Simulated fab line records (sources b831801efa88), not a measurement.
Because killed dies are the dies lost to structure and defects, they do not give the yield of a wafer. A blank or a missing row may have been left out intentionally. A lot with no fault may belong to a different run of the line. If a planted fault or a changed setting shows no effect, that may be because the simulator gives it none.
fab line records :: flow sky130 :: part 2 of 2: steps 39 to 46 of 46
record
  lots=5
  wafers=15
  lastDay=51
route steps=708 shown GATE_OXIDE@188 POLY_GATE@204 RES_PROTECT@206
lots with no fault: from the same line, run without faults
startH: hours from the record's first day to the start of the lot's first wafer shown :: waitH: hours elapsed since this lot's preceding step :: " same as the row above :: L1.1+2: one row covering several wafers at once :: - either no value or no given start :: * or withheld: withheld :: < > ~ a bound
route shown NAME@n: names a module that has steps shown in the file, with the first one's number in the route :: usual: mean and standard deviation over wafers with no fault :: same: alike in all rows :: chamber/n: place in a boat :: sites: readings site by site :: _std_site: how widely they spread, as a standard deviation :: _edge_site: mean of outer sites minus mean of inner sites :: radiusMm: how far each site lies from the wafer's centre :: mask NAME#n: copy n :: behind: the most recent tool/chamber to have shaped the wafer :: hold: why the lot was held/for how many hours/how that ended :: device: which transistor (n, p or np) failed to switch :: end of line: tests run on the same wafers once the route is complete :: a step without rows: its recipe alone :: killed: dies lost to structure and defects at the first sort, not the wafer's yield :: map: the dies of a wafer, with x for killed, . for not killed, _ for no die there
set.NAME: setting as actually run; set.NAME@STEP: the setting as run at that earlier step :: model.NAME: the simulator's own value behind a step, which no gauge read
a table for each step, a row for each wafer; lots at some steps of the route
services: a tool's chamber out of use, with start hour (startH, from the record's first day; less than 0 if before it), hours out, and reason
## steps
# step SKY_POLY_GATE_DEVELOP_12
# recipe
  developTimeS=60
  resist=KrF-thick
  devTempC=21
lot.wafer: L074.2+4+6
tool: lithoTrack-01
chamber: 0
startH: -
waitH: -

lot.wafer: L079.2+4+6
tool: lithoTrack-02
chamber: 0
startH: -
waitH: -

lot.wafer: L078.1+2+3
tool: lithoTrack-01
chamber: 0
startH: -
waitH: -

lot.wafer: L093.3+4+5
tool: lithoTrack-02
chamber: 0
startH: -
waitH: -

lot.wafer: L094.1+4+6
tool: lithoTrack-01
chamber: 0
startH: -
waitH: -
# step SKY_POLY_GATE_CD_MEAS_13
# recipe
  targetCdNm=150
# usual
  cdNm=150.4/1
lot.wafer: L074.2
tool: cdSem-01
chamber: -
startH: 371.80
waitH: -
cdNm: 150.5

lot.wafer: L074.4
tool: cdSem-01
chamber: -
startH: 371.80
waitH: -
cdNm: 149.0

lot.wafer: L074.6
tool: cdSem-01
chamber: -
startH: 371.80
waitH: -
cdNm: 151.7

lot.wafer: L079.2
tool: cdSem-01
chamber: -
startH: 399.76
waitH: -
cdNm: 149.9

lot.wafer: L079.4
tool: cdSem-01
chamber: -
startH: 399.76
waitH: -
cdNm: 151.7

lot.wafer: L079.6
tool: cdSem-01
chamber: -
startH: 399.76
waitH: -
cdNm: 150.0

lot.wafer: L078.1
tool: cdSem-02
chamber: -
startH: 409.48
waitH: -
cdNm: 149.3

lot.wafer: L078.2
tool: cdSem-02
chamber: -
startH: 409.48
waitH: -
cdNm: 149.3

lot.wafer: L078.3
tool: cdSem-02
chamber: -
startH: 409.48
waitH: -
cdNm: 149.0

lot.wafer: L093.3
tool: cdSem-02
chamber: -
startH: 584.37
waitH: -
cdNm: 149.4

lot.wafer: L093.4
tool: cdSem-02
chamber: -
startH: 584.37
waitH: -
cdNm: 149.3

lot.wafer: L093.5
tool: cdSem-02
chamber: -
startH: 584.37
waitH: -
cdNm: 150.1

lot.wafer: L094.1
tool: cdSem-01
chamber: -
startH: 585.48
waitH: -
cdNm: 149.3

lot.wafer: L094.4
tool: cdSem-01
chamber: -
startH: 585.48
waitH: -
cdNm: 150.3

lot.wafer: L094.6
tool: cdSem-01
chamber: -
startH: 585.48
waitH: -
cdNm: 150.0
# step SKY_POLY_GATE_OVL_MEAS_14
# usual
  POLY_GATE_OVL=3/4.9
lot.wafer: L074.2
tool: overlay-02
chamber: -
startH: 371.91
waitH: 0.1
POLY_GATE_OVL[nm]: 4

lot.wafer: L074.4
tool: overlay-02
chamber: -
startH: 371.91
waitH: 0.1
POLY_GATE_OVL[nm]: 8

lot.wafer: L074.6
tool: overlay-02
chamber: -
startH: 371.91
waitH: 0.1
POLY_GATE_OVL[nm]: 0

lot.wafer: L079.2
tool: overlay-02
chamber: -
startH: 399.86
waitH: 0.1
POLY_GATE_OVL[nm]: 0

lot.wafer: L079.4
tool: overlay-02
chamber: -
startH: 399.86
waitH: 0.1
POLY_GATE_OVL[nm]: -3

lot.wafer: L079.6
tool: overlay-02
chamber: -
startH: 399.86
waitH: 0.1
POLY_GATE_OVL[nm]: -3

lot.wafer: L078.1
tool: overlay-01
chamber: -
startH: 409.60
waitH: 0.1
POLY_GATE_OVL[nm]: 12

lot.wafer: L078.2
tool: overlay-01
chamber: -
startH: 409.60
waitH: 0.1
POLY_GATE_OVL[nm]: 5

lot.wafer: L078.3
tool: overlay-01
chamber: -
startH: 409.60
waitH: 0.1
POLY_GATE_OVL[nm]: 8

lot.wafer: L093.3
tool: overlay-02
chamber: -
startH: 584.47
waitH: 0.1
POLY_GATE_OVL[nm]: -2

lot.wafer: L093.4
tool: overlay-02
chamber: -
startH: 584.47
waitH: 0.1
POLY_GATE_OVL[nm]: 3

lot.wafer: L093.5
tool: overlay-02
chamber: -
startH: 584.47
waitH: 0.1
POLY_GATE_OVL[nm]: -1

lot.wafer: L094.1
tool: overlay-01
chamber: -
startH: 585.60
waitH: 0.1
POLY_GATE_OVL[nm]: 0

lot.wafer: L094.4
tool: overlay-01
chamber: -
startH: 585.60
waitH: 0.1
POLY_GATE_OVL[nm]: -1

lot.wafer: L094.6
tool: overlay-01
chamber: -
startH: 585.60
waitH: 0.1
POLY_GATE_OVL[nm]: 3
# step SKY_POLY_GATE_ETCH_15
# recipe
  chemistry=N2/H2
  target=BARC
  ionEnergyEv=200
  sourceW=500
  biasW=100
  pressureMtorr=30
  n2FlowSccm=100
  h2FlowSccm=200
  stopOn=SiO2
  timeS=118.5
  targetDepthA=1100
# usual
  drypumpMotorCurrentA=5.6/0.36
  oesProductAu=0.716/0.0044
  throttleValvePct=13.212/0.0086
lot.wafer: L074.2
tool: rieDiel-02
chamber: 1
startH: 371.94
waitH: 0.0
drypumpMotorCurrentA: 5.7
oesProductAu: 0.714
rfHoursCounterH: 2
throttleValvePct: 13.226

lot.wafer: L074.4
tool: rieDiel-02
chamber: 1
startH: 371.94
waitH: 0.0
drypumpMotorCurrentA: 5.6
oesProductAu: 0.718
rfHoursCounterH: -
throttleValvePct: 13.220

lot.wafer: L074.6
tool: rieDiel-02
chamber: 2
startH: 371.94
waitH: 0.0
drypumpMotorCurrentA: 5.2
oesProductAu: 0.716
rfHoursCounterH: -
throttleValvePct: 13.240

lot.wafer: L079.2
tool: rieDiel-04
chamber: 1
startH: 399.89
waitH: 0.0
drypumpMotorCurrentA: 5.7
oesProductAu: 0.717
rfHoursCounterH: 77
throttleValvePct: 13.214

lot.wafer: L079.4
tool: rieDiel-04
chamber: 0
startH: 399.89
waitH: 0.0
drypumpMotorCurrentA: 5.5
oesProductAu: 0.722
rfHoursCounterH: 1
throttleValvePct: 13.214

lot.wafer: L079.6
tool: rieDiel-04
chamber: 3
startH: 399.89
waitH: 0.0
drypumpMotorCurrentA: 6.0
oesProductAu: 0.713
rfHoursCounterH: -
throttleValvePct: 13.216

lot.wafer: L078.1
tool: rieDiel-04
chamber: 3
startH: 409.64
waitH: 0.0
drypumpMotorCurrentA: 6.0
oesProductAu: 0.711
rfHoursCounterH: 3
throttleValvePct: 13.205

lot.wafer: L078.2
tool: rieDiel-04
chamber: 1
startH: 409.64
waitH: 0.0
drypumpMotorCurrentA: 5.6
oesProductAu: 0.712
rfHoursCounterH: 77
throttleValvePct: 13.202

lot.wafer: L078.3
tool: rieDiel-04
chamber: 0
startH: 409.64
waitH: 0.0
drypumpMotorCurrentA: 5.5
oesProductAu: 0.712
rfHoursCounterH: 2
throttleValvePct: 13.208

lot.wafer: L093.3
tool: rieDiel-04
chamber: 3
startH: 584.49
waitH: 0.0
drypumpMotorCurrentA: 6.0
oesProductAu: 0.722
rfHoursCounterH: 5
throttleValvePct: 13.202

lot.wafer: L093.4
tool: rieDiel-04
chamber: 2
startH: 584.49
waitH: 0.0
drypumpMotorCurrentA: 5.8
oesProductAu: 0.708
rfHoursCounterH: -
throttleValvePct: 13.222

lot.wafer: L093.5
tool: rieDiel-04
chamber: 3
startH: 584.49
waitH: 0.0
drypumpMotorCurrentA: 6.0
oesProductAu: 0.716
rfHoursCounterH: -
throttleValvePct: 13.221

lot.wafer: L094.1
tool: rieDiel-03
chamber: 3
startH: 585.64
waitH: 0.0
drypumpMotorCurrentA: 5.7
oesProductAu: 0.721
rfHoursCounterH: 7
throttleValvePct: 13.213

lot.wafer: L094.4
tool: rieDiel-03
chamber: 1
startH: 585.64
waitH: 0.0
drypumpMotorCurrentA: 4.7
oesProductAu: 0.723
rfHoursCounterH: 3
throttleValvePct: 13.209

lot.wafer: L094.6
tool: rieDiel-03
chamber: 3
startH: 585.64
waitH: 0.0
drypumpMotorCurrentA: 5.7
oesProductAu: 0.712
rfHoursCounterH: -
throttleValvePct: 13.211
# step SKY_POLY_GATE_ETCH_16
# recipe
  stopOn=poly-Si
  chemistry=CH3F/O2
  target=Si3N4
  sourceW=400
  biasW=80
  pressureMtorr=25
  ch3fFlowSccm=40
  O2_flow_sccm=30
  timeS=147.5
  targetDepthA=750
# usual
  drypumpMotorCurrentA=5.6/0.36
  oesProductAu=0.641/0.005
  throttleValvePct=10.535/0.0096
lot.wafer: L074.2
tool: rieDiel-02
chamber: 1
startH: 372.02
waitH: 0.0
drypumpMotorCurrentA: 5.6
oesProductAu: 0.646
rfHoursCounterH: 2
throttleValvePct: 10.521

lot.wafer: L074.4
tool: rieDiel-02
chamber: 1
startH: 372.02
waitH: 0.0
drypumpMotorCurrentA: 5.6
oesProductAu: 0.654
rfHoursCounterH: -
throttleValvePct: 10.549

lot.wafer: L074.6
tool: rieDiel-02
chamber: 2
startH: 372.02
waitH: 0.0
drypumpMotorCurrentA: 5.2
oesProductAu: 0.639
rfHoursCounterH: -
throttleValvePct: 10.535

lot.wafer: L079.2
tool: rieDiel-04
chamber: 1
startH: 399.97
waitH: 0.0
drypumpMotorCurrentA: 5.7
oesProductAu: 0.640
rfHoursCounterH: 77
throttleValvePct: 10.533

lot.wafer: L079.4
tool: rieDiel-04
chamber: 0
startH: 399.97
waitH: 0.0
drypumpMotorCurrentA: 5.5
oesProductAu: 0.640
rfHoursCounterH: 1
throttleValvePct: 10.538

lot.wafer: L079.6
tool: rieDiel-04
chamber: 3
startH: 399.97
waitH: 0.0
drypumpMotorCurrentA: 6.0
oesProductAu: 0.642
rfHoursCounterH: -
throttleValvePct: 10.537

lot.wafer: L078.1
tool: rieDiel-04
chamber: 3
startH: 409.72
waitH: 0.0
drypumpMotorCurrentA: 6.0
oesProductAu: 0.636
rfHoursCounterH: 3
throttleValvePct: 10.517

lot.wafer: L078.2
tool: rieDiel-04
chamber: 1
startH: 409.72
waitH: 0.0
drypumpMotorCurrentA: 5.7
oesProductAu: 0.636
rfHoursCounterH: 77
throttleValvePct: 10.540

lot.wafer: L078.3
tool: rieDiel-04
chamber: 0
startH: 409.72
waitH: 0.0
drypumpMotorCurrentA: 5.5
oesProductAu: 0.651
rfHoursCounterH: 2
throttleValvePct: 10.545

lot.wafer: L093.3
tool: rieDiel-04
chamber: 3
startH: 584.57
waitH: 0.0
drypumpMotorCurrentA: 6.0
oesProductAu: 0.635
rfHoursCounterH: 5
throttleValvePct: 10.546

lot.wafer: L093.4
tool: rieDiel-04
chamber: 2
startH: 584.57
waitH: 0.0
drypumpMotorCurrentA: 5.8
oesProductAu: 0.645
rfHoursCounterH: -
throttleValvePct: 10.537

lot.wafer: L093.5
tool: rieDiel-04
chamber: 3
startH: 584.57
waitH: 0.0
drypumpMotorCurrentA: 6.0
oesProductAu: 0.638
rfHoursCounterH: -
throttleValvePct: 10.522

lot.wafer: L094.1
tool: rieDiel-03
chamber: 3
startH: 585.72
waitH: 0.0
drypumpMotorCurrentA: 5.7
oesProductAu: 0.619
rfHoursCounterH: 7
throttleValvePct: 10.516

lot.wafer: L094.4
tool: rieDiel-03
chamber: 1
startH: 585.72
waitH: 0.0
drypumpMotorCurrentA: 4.7
oesProductAu: 0.644
rfHoursCounterH: 3
throttleValvePct: 10.532

lot.wafer: L094.6
tool: rieDiel-03
chamber: 3
startH: 585.72
waitH: 0.0
drypumpMotorCurrentA: 5.7
oesProductAu: 0.636
rfHoursCounterH: -
throttleValvePct: 10.531
# step SKY_POLY_GATE_ETCH_17
# recipe
  targetDepthNm=180
  stopOn=SiO2
  overEtchFrac=0.56667
  chemistry=HBr/Cl2
  target=poly-Si
  icpW=400
  biasW=100
  pressureMtorr=10
  HBr_flow_sccm=150
  Cl2_flow_sccm=50
  timeS=70.5
# usual
  drypumpMotorCurrentA=5.63/0.29
  oesProductAu=0.985/0.0073
  throttleValvePct=33.685/0.0093
lot.wafer: L074.2
tool: rieSi-01
chamber: 0
startH: 372.12
waitH: 0.0
drypumpMotorCurrentA: 5.23
oesProductAu: 0.977
rfHoursCounterH: 2
throttleValvePct: 33.687

lot.wafer: L074.4
tool: rieSi-01
chamber: 3
startH: 372.12
waitH: 0.0
drypumpMotorCurrentA: 6.21
oesProductAu: 0.974
rfHoursCounterH: 11
throttleValvePct: 33.669

lot.wafer: L074.6
tool: rieSi-01
chamber: 2
startH: 372.12
waitH: 0.0
drypumpMotorCurrentA: 5.74
oesProductAu: 0.984
rfHoursCounterH: -
throttleValvePct: 33.694

lot.wafer: L079.2
tool: rieSi-01
chamber: 1
startH: 400.07
waitH: 0.0
drypumpMotorCurrentA: 5.63
oesProductAu: 0.996
rfHoursCounterH: 77
throttleValvePct: 33.686

lot.wafer: L079.4
tool: rieSi-01
chamber: 3
startH: 400.07
waitH: 0.0
drypumpMotorCurrentA: 6.22
oesProductAu: 1.000
rfHoursCounterH: 11
throttleValvePct: 33.689

lot.wafer: L079.6
tool: rieSi-01
chamber: 0
startH: 400.07
waitH: 0.0
drypumpMotorCurrentA: 5.22
oesProductAu: 0.988
rfHoursCounterH: -
throttleValvePct: 33.694

lot.wafer: L078.1
tool: rieSi-02
chamber: 2
startH: 409.82
waitH: 0.0
drypumpMotorCurrentA: 5.36
oesProductAu: 0.987
rfHoursCounterH: 4
throttleValvePct: 33.682

lot.wafer: L078.2
tool: rieSi-02
chamber: 3
startH: 409.82
waitH: 0.0
drypumpMotorCurrentA: 5.82
oesProductAu: 0.989
rfHoursCounterH: 1
throttleValvePct: 33.680

lot.wafer: L078.3
tool: rieSi-02
chamber: 1
startH: 409.82
waitH: 0.0
drypumpMotorCurrentA: 5.47
oesProductAu: 0.990
rfHoursCounterH: 4
throttleValvePct: 33.689

lot.wafer: L093.3
tool: rieSi-02
chamber: 0
startH: 584.67
waitH: 0.0
drypumpMotorCurrentA: 5.63
oesProductAu: 0.999
rfHoursCounterH: 6
throttleValvePct: 33.686

lot.wafer: L093.4
tool: rieSi-02
chamber: 1
startH: 584.67
waitH: 0.0
drypumpMotorCurrentA: 5.46
oesProductAu: 0.992
rfHoursCounterH: 5
throttleValvePct: 33.668

lot.wafer: L093.5
tool: rieSi-02
chamber: 2
startH: 584.67
waitH: 0.0
drypumpMotorCurrentA: 5.37
oesProductAu: 0.993
rfHoursCounterH: -
throttleValvePct: 33.671

lot.wafer: L094.1
tool: rieSi-01
chamber: 2
startH: 585.82
waitH: 0.0
drypumpMotorCurrentA: 5.75
oesProductAu: 0.980
rfHoursCounterH: 4
throttleValvePct: 33.676

lot.wafer: L094.4
tool: rieSi-01
chamber: 3
startH: 585.82
waitH: 0.0
drypumpMotorCurrentA: 6.22
oesProductAu: 0.988
rfHoursCounterH: 12
throttleValvePct: 33.682

lot.wafer: L094.6
tool: rieSi-01
chamber: 3
startH: 585.82
waitH: 0.0
drypumpMotorCurrentA: 6.25
oesProductAu: 0.991
rfHoursCounterH: -
throttleValvePct: 33.683
# step SKY_POLY_GATE_STRIP_18
# recipe
  chemistry=O2/N2
  powerW=1400
  pressureMtorr=1500
  platenTempC=withheld
  o2FlowSccm=3000
  n2FlowSccm=300
  overashFraction=0.5
# usual
  drypumpMotorCurrentA=5.5/0.44
  oesProductAu=0.361/0.0044
  stripTimeToEndpointS=3.17/0.039
lot.wafer: L074.2
tool: plasmaAsher-03
chamber: 1
startH: 372.17
waitH: 0.0
drypumpMotorCurrentA: 5.5
oesProductAu: 0.362
rfHoursCounterH: 55
stripTimeToEndpointS: 3.05

lot.wafer: L074.4
tool: plasmaAsher-03
chamber: 1
startH: 372.17
waitH: 0.0
drypumpMotorCurrentA: 5.5
oesProductAu: 0.356
rfHoursCounterH: -
stripTimeToEndpointS: 3.01

lot.wafer: L074.6
tool: plasmaAsher-03
chamber: 1
startH: 372.17
waitH: 0.0
drypumpMotorCurrentA: 5.4
oesProductAu: 0.364
rfHoursCounterH: -
stripTimeToEndpointS: 3.13

lot.wafer: L079.2
tool: plasmaAsher-02
chamber: 0
startH: 400.13
waitH: 0.0
drypumpMotorCurrentA: 5.6
oesProductAu: 0.369
rfHoursCounterH: 68
stripTimeToEndpointS: 3.20

lot.wafer: L079.4
tool: plasmaAsher-02
chamber: 1
startH: 400.13
waitH: 0.0
drypumpMotorCurrentA: 5.3
oesProductAu: 0.361
rfHoursCounterH: -
stripTimeToEndpointS: 3.19

lot.wafer: L079.6
tool: plasmaAsher-02
chamber: 1
startH: 400.13
waitH: 0.0
drypumpMotorCurrentA: 5.3
oesProductAu: 0.367
rfHoursCounterH: -
stripTimeToEndpointS: 3.14

lot.wafer: L078.1
tool: plasmaAsher-02
chamber: 1
startH: 409.87
waitH: 0.0
drypumpMotorCurrentA: 5.3
oesProductAu: 0.368
rfHoursCounterH: 69
stripTimeToEndpointS: 3.15

lot.wafer: L078.2
tool: plasmaAsher-02
chamber: 0
startH: 409.87
waitH: 0.0
drypumpMotorCurrentA: 5.6
oesProductAu: 0.360
rfHoursCounterH: 69
stripTimeToEndpointS: 3.21

lot.wafer: L078.3
tool: plasmaAsher-02
chamber: 0
startH: 409.87
waitH: 0.0
drypumpMotorCurrentA: 5.6
oesProductAu: 0.366
rfHoursCounterH: -
stripTimeToEndpointS: 3.19

lot.wafer: L093.3
tool: plasmaAsher-02
chamber: 1
startH: 584.76
waitH: 0.1
drypumpMotorCurrentA: 5.3
oesProductAu: 0.358
rfHoursCounterH: -
stripTimeToEndpointS: 3.12

lot.wafer: L093.4
tool: plasmaAsher-02
chamber: 0
startH: 584.76
waitH: 0.1
drypumpMotorCurrentA: 5.6
oesProductAu: 0.359
rfHoursCounterH: -
stripTimeToEndpointS: 3.15

lot.wafer: L093.5
tool: plasmaAsher-02
chamber: 0
startH: 584.76
waitH: 0.1
drypumpMotorCurrentA: 5.6
oesProductAu: 0.360
rfHoursCounterH: -
stripTimeToEndpointS: 3.13

lot.wafer: L094.1
tool: plasmaAsher-03
chamber: 1
startH: 585.87
waitH: 0.0
drypumpMotorCurrentA: 5.5
oesProductAu: 0.360
rfHoursCounterH: 73
stripTimeToEndpointS: 3.17

lot.wafer: L094.4
tool: plasmaAsher-03
chamber: 1
startH: 585.87
waitH: 0.0
drypumpMotorCurrentA: 5.5
oesProductAu: 0.364
rfHoursCounterH: -
stripTimeToEndpointS: 3.23

lot.wafer: L094.6
tool: plasmaAsher-03
chamber: 0
startH: 585.87
waitH: 0.0
drypumpMotorCurrentA: 5.9
oesProductAu: 0.365
rfHoursCounterH: -
stripTimeToEndpointS: 3.16
# step SKY_POLY_GATE_CLEAN_19
# recipe
  chemistry=SC1/SC2
  mix=1:4:20
  tempC=70
  timeS=150
  dry=n2Spin
lot.wafer: L074.2+4+6
tool: wetBench-02
chamber: 2
startH: 372.27
waitH: 0.1

lot.wafer: L079.2+4+6
tool: wetBench-02
chamber: 1
startH: 400.23
waitH: 0.1

lot.wafer: L078.1+2+3
tool: wetBench-03
chamber: 3
startH: 409.97
waitH: 0.1

lot.wafer: L093.3+4+5
tool: wetBench-03
chamber: 2
startH: 584.83
waitH: 0.0

lot.wafer: L094.1+4+6
tool: wetBench-02
chamber: 3
startH: 585.97
waitH: 0.1
## services
tool: implanter-04
chamber: -
startH: 270.71
hours: 5.6
kind: repair

tool: wetBench-04
chamber: -
startH: 281.36
hours: 3.3
kind: repair

tool: plasmaAsher-03
chamber: -
startH: 297.28
hours: 13.5
kind: repair

tool: plasmaAsher-03
chamber: -
startH: 301.51
hours: 1.0
kind: repair

tool: rieDiel-04
chamber: 2
startH: 301.73
hours: 3.9
kind: repair

tool: rieDiel-04
chamber: 2
startH: 328.75
hours: 2.7
kind: repair

tool: wetBench-02
chamber: -
startH: 352.31
hours: 1.9
kind: pm

tool: plasmaAsher-04
chamber: -
startH: 363.80
hours: 2.8
kind: pm

tool: furnace-02
chamber: -
startH: 372.00
hours: 3.4
kind: pm

tool: furnace-01
chamber: -
startH: 376.67
hours: 14.3
kind: repair

tool: plasmaAsher-02
chamber: -
startH: 395.66
hours: 1.2
kind: repair

tool: lpcvd-01
chamber: -
startH: 411.18
hours: 28.1
kind: pm

tool: plasmaAsher-03
chamber: -
startH: 413.54
hours: 2.4
kind: repair

tool: plasmaAsher-02
chamber: -
startH: 421.29
hours: 9.0
kind: pm

tool: furnace-02
chamber: -
startH: 423.60
hours: 3.6
kind: pm

tool: ilineStepper-01
chamber: -
startH: 436.76
hours: 1.1
kind: repair

tool: rieDiel-04
chamber: -
startH: 448.40
hours: 1.6
kind: repair

tool: lpcvd-02
chamber: -
startH: 460.49
hours: 92.8
kind: repair

tool: ilineStepper-01
chamber: -
startH: 466.40
hours: 1.7
kind: pm

tool: ilineStepper-01
chamber: -
startH: 516.40
hours: 8.9
kind: pm

tool: rieDiel-04
chamber: 3
startH: 528.25
hours: 3.8
kind: repair

tool: furnace-01
chamber: -
startH: 534.89
hours: 3.0
kind: pm

tool: wetBench-03
chamber: -
startH: 556.52
hours: 3.2
kind: repair

tool: furnace-01
chamber: -
startH: 583.10
hours: 3.9
kind: pm
